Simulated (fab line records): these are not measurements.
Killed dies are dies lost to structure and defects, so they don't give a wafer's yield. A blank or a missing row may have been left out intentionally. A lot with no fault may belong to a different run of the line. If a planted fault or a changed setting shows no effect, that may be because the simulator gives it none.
fab line records ; flow sky130
record lots=5; wafers=14; last_day=50
route steps=708 shown VIA3@593 METAL4@598 CAP2M@603 PAD_OPEN@708
lots untouched by any fault: they come from a run of this same line in which no faults occurred
start_h: the number of hours between the record's first day and the start of the first shown wafer of the lot ; wait_h: hours since the lot's step before ; " identical to the entry in the row above ; L1.1+2: several wafers, shown together as one row ; - no value present, or no start provided ; * or withheld: withheld ; < > ~ a bound
route shown NAME@n: names a module that has steps shown in the file, with the first one's number in the route ; usual: the fault-free wafers' mean and standard deviation ; same: alike in all rows ; chamber/n: place in a boat ; sites: readings site by site ; _std_site: how widely they spread, as a standard deviation ; _edge_site: the outer-site mean with the inner-site mean subtracted ; radius_mm: how far each site lies from the wafer's centre ; mask NAME#n: copy n ; behind: the most recent tool/chamber to have shaped the wafer ; hold: reason for holding the lot/hours on hold/outcome of the hold ; device: which transistor (n, p or np) failed to switch ; end of line: tests run on the same wafers once the route is complete ; where a step has no rows: the recipe by itself ; killed: dies lost to structure and defects at the first sort, not the wafer's yield ; map: per-die view of a wafer (x killed, . not killed, _ where there is no die)
set.NAME: the setting as run; set.NAME@STEP: as run at that earlier step ; model.NAME: the simulator's own value behind a step, which no gauge read
lots seen at some steps along the route; tables by step, rows by wafer
services: from which hour (start_h, from the record's first day; less than 0 if before it) a tool's chamber was out of use, for how many hours, and why
## steps
# step SKY_VIA3_SPUTTER_20
# recipe material=TiN; target_thk_nm=20; chamber_pressure_pa=5; power_w=4000; time_s=80
# step SKY_VIA3_CVD_21
# recipe material=W; target_thk_nm=390; time_s=117.31; temp_c=400; pressure_torr=40
# step SKY_VIA3_CMP_24
# recipe stop_on=SiO2; t_overpolish_s=20; down_force_psi=3.5; platen_rpm=60; target_thk_nm=0; pad_velocity_m_s=0.94248
# step SKY_METAL4_SPUTTER_00
# recipe material=Ti; target_thk_nm=15; power_w=3000; time_s=10; chamber_pressure_pa=0.4
# step SKY_METAL4_SPUTTER_01
# recipe material=TiN; target_thk_nm=20; power_w=6500; time_s=16.7; chamber_pressure_pa=0.4
# step SKY_METAL4_SPUTTER_02
# recipe material=AlCu; target_thk_nm=735; power_w=10600; time_s=39.1; chamber_pressure_pa=0.4
# step SKY_METAL4_SPUTTER_03
# recipe material=Ti; target_thk_nm=5; power_w=3000; time_s=3.3; chamber_pressure_pa=0.4
# step SKY_METAL4_SPUTTER_04
# recipe material=TiN; target_thk_nm=70; power_w=6500; time_s=58.3; chamber_pressure_pa=0.4
# step SKY_CAP2M_CVD_00
# recipe material=SiO2; target_thk_nm=15.5; temp_c=400; time_s=withheld; rf_w=450
# step SKY_CAP2M_SPUTTER_02
# recipe material=TiN; target_thk_nm=200; temp_c=300; power_w=6500; time_s=166.7; chamber_pressure_pa=0.4
# usual susceptor_temp_C=299.99/0.19; throttle_valve_pct=29.6/1
lot.wafer;tool;chamber;start_h;wait_h;susceptor_temp_C;throttle_valve_pct;model.TiN_of_CAP2M_SPUTTER_02.thk_nm
L997.2;pvd_sputter-01;-;919.71;0.0;300.11;27.7;198.5
L997.3;pvd_sputter-01;-;919.71;0.0;300.37;29.8;201
L997.6;pvd_sputter-01;-;919.71;0.0;300.15;29.1;201.6
L109.3;pvd_sputter-01;-;1009.25;0.0;299.88;27.8;199.1
L109.4;pvd_sputter-01;-;1009.25;0.0;299.90;29.4;211.5
L109.6;pvd_sputter-01;-;1009.25;0.0;300.18;29.9;213.1
L110.2;pvd_sputter-01;-;1022.22;0.0;299.68;29.9;201.2
L110.4;pvd_sputter-01;-;1022.22;0.0;299.86;29.3;213.4
L112.1;pvd_sputter-01;-;1038.00;0.1;300.31;29.3;197.7
L112.5;pvd_sputter-01;-;1038.00;0.1;299.99;27.9;198.1
L112.6;pvd_sputter-01;-;1038.00;0.1;300.06;30.1;213.4
L120.1;pvd_sputter-04;-;1086.89;0.1;300.02;28.1;202.4
L120.3;pvd_sputter-04;-;1086.89;0.1;300.17;31.8;200.8
L120.6;pvd_sputter-04;-;1086.89;0.1;300.03;30.2;200.1
# step SKY_CAP2M_RS_MEAS_03
# recipe thk_meas_gauge=four-point-probe; reads=TiN_of_CAP2M_SPUTTER_02
# usual CAP2M_TIN_RS=6.90/0.062
lot.wafer;tool;chamber;start_h;wait_h;CAP2M_TIN_RS[ohm/sq]
L997.2;film_metro-02;-;919.84;0.1;6.95
L997.3;film_metro-02;-;919.84;0.1;6.88
L997.6;film_metro-02;-;919.84;0.1;6.85
L109.3;film_metro-03;-;1009.40;0.1;6.95
L109.4;film_metro-03;-;1009.40;0.1;6.52
L109.6;film_metro-03;-;1009.40;0.1;6.48
L110.2;film_metro-01;-;1022.35;0.1;6.87
L110.4;film_metro-01;-;1022.35;0.1;6.47
L112.1;film_metro-01;-;1038.11;0.1;6.99
L112.5;film_metro-01;-;1038.11;0.1;6.97
L112.6;film_metro-01;-;1038.11;0.1;6.47
L120.1;film_metro-03;-;1087.00;0.1;6.84
L120.3;film_metro-03;-;1087.00;0.1;6.89
L120.6;film_metro-03;-;1087.00;0.1;6.90
# step SKY_CAP2M_THK_MEAS_04
# recipe thk_meas_gauge=xrf; reads=TiN_of_CAP2M_SPUTTER_02
# usual CAP2M_TIN_THK=199.5/2
lot.wafer;tool;chamber;start_h;wait_h;CAP2M_TIN_THK[nm]
L997.2;film_metro-02;-;919.95;0.1;198.0
L997.3;film_metro-02;-;919.95;0.1;200.6
L997.6;film_metro-02;-;919.95;0.1;201.0
L109.3;film_metro-03;-;1009.50;0.1;200.1
L109.4;film_metro-03;-;1009.50;0.1;211.8
L109.6;film_metro-03;-;1009.50;0.1;212.0
L110.2;film_metro-01;-;1022.46;0.1;200.5
L110.4;film_metro-01;-;1022.46;0.1;213.5
L112.1;film_metro-01;-;1038.23;0.1;198.3
L112.5;film_metro-01;-;1038.23;0.1;197.7
L112.6;film_metro-01;-;1038.23;0.1;212.9
L120.1;film_metro-03;-;1087.12;0.1;202.7
L120.3;film_metro-03;-;1087.12;0.1;200.1
L120.6;film_metro-03;-;1087.12;0.1;200.1
# step SKY_CAP2M_DEHYDRATE_05
# recipe temp_c=200; time_s=60
# step SKY_CAP2M_HMDS_06
# recipe prime_time_s=60; prime_temp_c=120
# step SKY_CAP2M_COAT_07
# recipe resist=NOVOLAK; spin_rpm=3000; resist_thk_nm=1140
# step SKY_CAP2M_SOFTBAKE_08
# recipe temp_c=90; time_s=60; resist=NOVOLAK
# step SKY_CAP2M_EXPOSE_09
# recipe mask_id=CAP2M; na=0.6; source_shape=conventional; sigma_outer=0.6; polarization=unpolarized; target_cd_nm=1000; dose_mj=159
# step SKY_CAP2M_PEB_10
# recipe temp_c=withheld; time_s=*; resist=NOVOLAK
# step SKY_CAP2M_DEVELOP_11
# recipe resist=NOVOLAK; developer=TMAH; develop_time_s=60; dev_temp_c=23
# step SKY_CAP2M_METAL_ETCH_13
# recipe target_depth_nm=220; stop_on=SiO2; chemistry=Cl2/BCl3; target=TiN; pressure_mtorr=10; icp_w=900; bias_w=48.5; Cl2_flow_sccm=60; bcl3_flow_sccm=30; time_s=62.9
# usual drypump_motor_current_A=5.9/0.53; oes_product_au=0.942/0.0072; throttle_valve_pct=21.901/0.0098
lot.wafer;tool;chamber;start_h;wait_h;drypump_motor_current_A;oes_product_au;rf_hours_counter_h;throttle_valve_pct
L997.2;rie_metal-03;0;943.71;0.0;5.0;0.939;7;21.915
L997.3;rie_metal-03;0;943.71;0.0;5.0;0.945;-;21.904
L997.6;rie_metal-03;1;943.71;0.0;5.1;0.945;-;21.887
L109.3;rie_metal-01;1;1031.98;0.0;6.3;0.945;-;21.915
L109.4;rie_metal-01;0;1031.98;0.0;6.3;0.972;-;21.887
L109.6;rie_metal-01;0;1031.98;0.0;6.3;0.977;-;21.888
L110.2;rie_metal-01;0;1044.51;0.0;6.2;0.940;24;21.898
L110.4;rie_metal-01;1;1044.51;0.0;6.3;0.980;-;21.881
L112.1;rie_metal-01;0;1058.71;0.0;6.3;0.930;26;21.914
L112.5;rie_metal-01;0;1058.71;0.0;6.3;0.940;-;21.902
L112.6;rie_metal-01;0;1058.71;0.0;6.3;0.982;-;21.854
L120.1;rie_metal-04;0;1106.76;0.0;6.1;0.953;11;21.900
L120.3;rie_metal-04;0;1106.76;0.0;6.1;0.938;-;21.900
L120.6;rie_metal-04;0;1106.76;0.0;6.1;0.941;-;21.902
# step SKY_CAP2M_STRIP_14
# recipe chemistry=O2/N2; power_w=1400; pressure_mtorr=1500; platen_temp_c=withheld; o2_flow_sccm=3000; n2_flow_sccm=300; overash_fraction=0.5
# step SKY_CAP2M_STRIP_15
# recipe chemistry=post_etch_residue_remover; time_s=1200; temp_c=72.5
# step SKY_CAP2M_CLEAN_16
# recipe chemistry=IPA; time_s=180; temp_c=25
# step SKY_CAP2M_CLEAN_17
# recipe chemistry=O3/DIW; dry=n2_spin
# step SKY_METAL4_DEHYDRATE_05
# recipe temp_c=200; time_s=60
# step SKY_METAL4_HMDS_06
# recipe prime_time_s=60; prime_temp_c=120
# step SKY_METAL4_COAT_07
# recipe resist=BARC; temp_c=withheld; time_s=withheld; spin_rpm=3000; resist_thk_nm=60
# step SKY_METAL4_COAT_08
# recipe resist=KrF-thick; spin_rpm=3000; resist_thk_nm=1140
# step SKY_METAL4_SOFTBAKE_09
# recipe temp_c=100; time_s=90; resist=KrF-thick
# step SKY_METAL4_EXPOSE_10
# recipe mask_id=MM4; na=0.68; source_shape=annular; sigma_inner=0.4; sigma_outer=0.8; target_cd_nm=300; dose_mj=28
# step SKY_METAL4_PEB_11
# recipe peb_temp_c=withheld; peb_time_s=withheld; resist=KrF-thick
# step SKY_METAL4_DEVELOP_12
# recipe develop_time_s=60; resist=KrF-thick; dev_temp_c=21
# step SKY_METAL4_DESCUM_15
# recipe chemistry=O2; source_power_w=150; bias_power_w=0; pressure_mtorr=10; temp_c=40; time_s=8
# step SKY_METAL4_ETCH_16
# recipe chemistry=N2/H2; target=BARC; ion_energy_ev=200; bias_w=100; pressure_mtorr=30; n2_flow_sccm=100; h2_flow_sccm=200; icp_w=500; stop_on=SiO2; time_s=88.2; target_depth_a=600
# step SKY_METAL4_ETCH_17
# recipe target=SiO2; stop_on=TiN; chemistry=C4F8/O2/Ar; source_w=1500; bias_w=1200; pressure_mtorr=40; c4f8_flow_sccm=withheld; O2_flow_sccm=6; Ar_flow_sccm=300; time_s=3.9; target_depth_a=150
# step SKY_METAL4_METAL_ETCH_18
# recipe target_depth_a=8450; stop_on=SiO2; over_etch_frac=0.3; time_s=183.1; chemistry=Cl2/BCl3; resist_sidewall_deg=88; pressure_mtorr=10; icp_w=900; bias_w=48.5; Cl2_flow_sccm=60; bcl3_flow_sccm=30
# step SKY_METAL4_STRIP_20
# recipe chemistry=post_etch_residue_remover; time_s=1200; temp_c=72.5
lot.wafer;tool;chamber;start_h;wait_h;model.TiN_of_CAP2M_SPUTTER_02.thk_nm
L997.2;wet_bench-03;0;967.78;0.1;197.7
L997.3;wet_bench-03;0;967.78;0.1;200.1
L997.6;wet_bench-03;0;967.78;0.1;200.8
L109.3;wet_bench-02;1;1055.40;0.0;198.3
L109.4;wet_bench-02;1;1055.40;0.0;210.7
L109.6;wet_bench-02;1;1055.40;0.0;212.3
L110.2;wet_bench-04;0;1067.00;0.1;200.4
L110.4;wet_bench-04;0;1067.00;0.1;212.6
L112.1;wet_bench-04;3;1080.97;0.1;196.9
L112.5;wet_bench-04;3;1080.97;0.1;197.3
L112.6;wet_bench-04;3;1080.97;0.1;212.5
L120.1;wet_bench-03;0;1127.77;0.1;201.5
L120.3;wet_bench-03;0;1127.77;0.1;199.9
L120.6;wet_bench-03;0;1127.77;0.1;199.3
# step SKY_PAD_OPEN_PROBE_99
# usual defect_limited_yield=82.4/1.8; killed_at_M0_to_M3=45/6.8; killed_at_M4_up=3.2/1.6; killed_at_contacts=24/5.1; killed_at_front_end=14/4.4; killed_at_other=0.4/0.65; killed_dies=87/8.8; killed_open=47/7.2; killed_short=39/6.1; sort_bin_3_pad_short=0.9/0.38; sort_bin_5_function=10.4/1.5; sort_bin_6_memory=6.4/1.1; sort_n_pass=405/8.8; sort_yield_pct=82.4/1.8
# same gross_dies=492; killed_at_back_side=0; sort_bin_4_leakage[%]=0; sort_bin_8_speed[%]=0
lot.wafer;tool;chamber;start_h;wait_h;defect_limited_yield[%];killed_at_M0_to_M3;killed_at_M4_up;killed_at_contacts;killed_at_front_end;killed_at_other;killed_dies;killed_open;killed_short;sort_bin_3_pad_short[%];sort_bin_5_function[%];sort_bin_6_memory[%];sort_n_pass;sort_yield_pct[%];model.etest.cap_mim2.plate_ohm_sq
L997.2;prober-01;-;1063.84;0.1;83.7;43;1;23;13;0;80;47;33;1.4;10.2;4.7;412;83.7;6.026
L997.3;prober-01;-;1063.89;0.2;80.5;40;4;34;18;0;96;50;46;0.6;10.4;8.5;396;80.5;5.926
L997.6;prober-01;-;1064.04;0.2;84.1;43;3;18;14;0;78;47;31;1.0;8.7;6.1;414;84.1;5.984
L109.3;prober-01;-;1143.51;0.2;81.1;44;3;27;19;0;93;45;47;1.2;10.6;7.1;399;81.1;5.971
L109.4;prober-01;-;1143.56;0.2;80.7;51;3;20;20;1;95;55;40;1.2;11.2;6.9;397;80.7;5.663
L109.6;prober-01;-;1143.66;0.2;81.9;54;3;24;8;0;89;50;38;0.6;10.8;6.7;403;81.9;5.581
L110.2;prober-01;-;1150.88;0.1;81.7;52;4;12;21;1;90;48;42;0.6;10.8;6.9;402;81.7;6.028
L110.4;prober-01;-;1150.98;0.2;82.9;41;4;22;17;0;84;49;35;0.2;8.9;7.9;408;82.9;5.61
L112.1;prober-01;-;1164.63;0.1;83.5;37;4;26;12;2;81;43;37;0.8;8.9;6.7;411;83.5;6.05
L112.5;prober-01;-;1164.83;0.2;80.7;43;3;30;19;0;95;44;50;1.2;11.4;6.7;397;80.7;6.077
L112.6;prober-01;-;1164.88;0.2;81.1;54;4;24;11;0;93;42;51;0.6;11.4;6.9;399;81.1;5.632
L120.1;prober-01;-;1202.93;0.1;80.9;54;4;17;19;0;94;46;48;0.6;12.0;6.5;398;80.9;5.965
L120.3;prober-01;-;1203.03;0.2;83.5;47;2;18;13;1;81;45;36;0.8;9.6;6.1;411;83.5;6.078
L120.6;prober-01;-;1203.18;0.2;79.9;53;2;29;14;1;99;59;39;0.8;14.4;4.9;393;79.9;5.949
# killed by level:class
L997.2 VIA1:geometric_particle:open=11 CONTACT:geometric_particle:open=9 VIA1:geometric_particle:short=9 VIA3:geometric_particle:open=8 LI_CONTACT:geometric_particle:open=6 METAL1:geometric_particle:short=6 VIA2:geometric_particle:open=5 POLY_GATE:geometric_particle:open=4
L997.3 VIA1:geometric_particle:open=12 LI_CONTACT:geometric_particle:open=11 CONTACT:geometric_particle:open=10 CONTACT:geometric_particle:short=8 POLY_GATE:geometric_particle:open=6 POLY_GATE:geometric_particle:short=6 VIA1:geometric_particle:short=5 VIA3:geometric_particle:short=5
L997.6 VIA1:geometric_particle:open=8 LI_CONTACT:geometric_particle:open=7 VIA3:geometric_particle:open=7 CONTACT:geometric_particle:open=6 VIA1:geometric_particle:short=5 METAL1:geometric_particle:short=5 VIA2:geometric_particle:open=5 POLY_GATE:geometric_particle:open=4
L109.3 VIA1:geometric_particle:open=12 CONTACT:geometric_particle:open=10 POLY_GATE:geometric_particle:open=7 CONTACT:geometric_particle:short=6 VIA3:geometric_particle:open=6 POLY_GATE:geometric_particle:short=5 METAL2:geometric_particle:short=5 FIELD_ISO:geometric_particle:short=4
L109.4 VIA1:geometric_particle:open=12 METAL2:geometric_particle:short=9 FIELD_ISO:geometric_particle:open=8 VIA3:geometric_particle:open=8 METAL1:geometric_particle:short=7 LI_CONTACT:geometric_particle:open=6 CONTACT:geometric_particle:open=6 VIA2:geometric_particle:open=6
L109.6 VIA2:geometric_particle:open=14 VIA1:geometric_particle:open=11 VIA1:geometric_particle:short=9 CONTACT:geometric_particle:open=8 LOCAL_INTERCONNECT:geometric_particle:short=7 LI_CONTACT:geometric_particle:open=6 VIA3:geometric_particle:open=5 POLY_GATE:geometric_particle:short=4
L110.2 VIA1:geometric_particle:open=13 VIA3:geometric_particle:open=12 POLY_GATE:geometric_particle:open=6 METAL1:geometric_particle:short=6 VIA2:geometric_particle:open=6 POLY_GATE:geometric_particle:short=5 LI_CONTACT:geometric_particle:short=5 VIA3:geometric_particle:short=5
L110.4 VIA3:geometric_particle:open=10 LI_CONTACT:geometric_particle:open=8 CONTACT:geometric_particle:open=8 VIA2:geometric_particle:open=6 VIA1:geometric_particle:open=6 FIELD_ISO:geometric_particle:short=5 POLY_GATE:geometric_particle:short=5 VIA1:geometric_particle:short=5
L112.1 LI_CONTACT:geometric_particle:open=9 CONTACT:geometric_particle:open=8 VIA3:geometric_particle:open=8 VIA1:geometric_particle:open=6 VIA2:geometric_particle:short=5 CONTACT:geometric_particle:short=4 METAL3:geometric_particle:short=4 FIELD_ISO:geometric_particle:short=3
L112.5 CONTACT:geometric_particle:open=14 POLY_GATE:geometric_particle:short=7 VIA2:geometric_particle:open=7 VIA1:geometric_particle:short=7 VIA1:geometric_particle:open=6 CONTACT:geometric_particle:short=6 FIELD_ISO:geometric_particle:short=5 LI_CONTACT:geometric_particle:short=5
L112.6 METAL1:geometric_particle:short=14 VIA1:geometric_particle:open=9 VIA1:geometric_particle:short=7 CONTACT:geometric_particle:open=6 METAL2:geometric_particle:short=6 VIA2:geometric_particle:open=5 CONTACT:geometric_particle:short=5 METAL1:geometric_particle:open=5
L120.1 VIA1:geometric_particle:open=13 METAL2:geometric_particle:short=9 METAL1:geometric_particle:short=7 CONTACT:geometric_particle:open=6 VIA2:geometric_particle:open=5 VIA3:geometric_particle:open=5 METAL4:geometric_particle:short=4 VIA3:geometric_particle:short=4
L120.3 VIA2:geometric_particle:open=11 VIA1:geometric_particle:open=10 CONTACT:geometric_particle:open=9 VIA1:geometric_particle:short=8 LI_CONTACT:geometric_particle:open=5 METAL2:geometric_particle:short=4 VIA2:geometric_particle:short=4 FIELD_ISO:geometric_particle:short=3
L120.6 VIA3:geometric_particle:open=15 CONTACT:geometric_particle:open=12 VIA1:geometric_particle:open=9 VIA2:geometric_particle:open=7 CONTACT:geometric_particle:short=5 FIELD_ISO:geometric_particle:open=4 LI_CONTACT:geometric_particle:open=4 METAL1:geometric_particle:short=4
## services
tool;chamber;start_h;hours;kind
pvd_sputter-01;-;912.02;5.0;repair
rie_metal-04;-;913.56;0.7;repair
pvd_sputter-04;-;942.86;2.5;repair
rie_metal-01;1;954.60;-;clean
rie_metal-01;1;954.60;34.2;scheduled_down
rie_metal-01;1;954.60;34.2;vent_cycle
pvd_sputter-01;-;962.70;3.1;repair
pvd_sputter-04;-;1036.50;5.6;repair
pvd_sputter-01;-;1051.63;1.2;repair
rie_metal-01;1;1057.85;5.7;repair
rie_metal-01;0;1096.52;-;clean
rie_metal-01;0;1096.52;16.4;scheduled_down
rie_metal-01;0;1096.52;16.4;vent_cycle
pvd_sputter-01;-;1101.81;2.2;repair
## key
first_sign step=SKY_CAP2M_RS_MEAS_03; reading=CAP2M_TIN_RS; direction=down; sigmas=6.7; usual=6.90; struck=6.49
effect step=SKY_CAP2M_THK_MEAS_04; reading=CAP2M_TIN_THK; direction=up; sigmas=6.6; usual=199.5; struck=212.5
effect step=SKY_CAP2M_METAL_ETCH_13; reading=oes_product_au; direction=up; sigmas=5; usual=0.942; struck=0.978
model_effect step=SKY_CAP2M_SPUTTER_02; value=TiN_of_CAP2M_SPUTTER_02.thk_nm; without=199.5; struck=212.9
model_effect step=SKY_METAL4_STRIP_20; value=TiN_of_CAP2M_SPUTTER_02.thk_nm; without=198.7; struck=212
model_effect step=SKY_PAD_OPEN_PROBE_99; value=etest.cap_mim2.plate_ohm_sq; without=5.998; struck=5.622
met_at SKY_CAP2M_SPUTTER_02
struck_wafers L109.4,L109.6,L110.4,L112.6
onset_between 919.71 1009.25
fault kind=process_parameter_drift; tool=pvd_sputter-01; chamber=-; onset_h=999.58; steps=SKY_CAP2M_SPUTTER_02; channel=target_thk_nm; offset=13.351; shape=step; end_h=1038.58; scope=struck_wafers_only; acts_in=these_recipes_only; stated=200
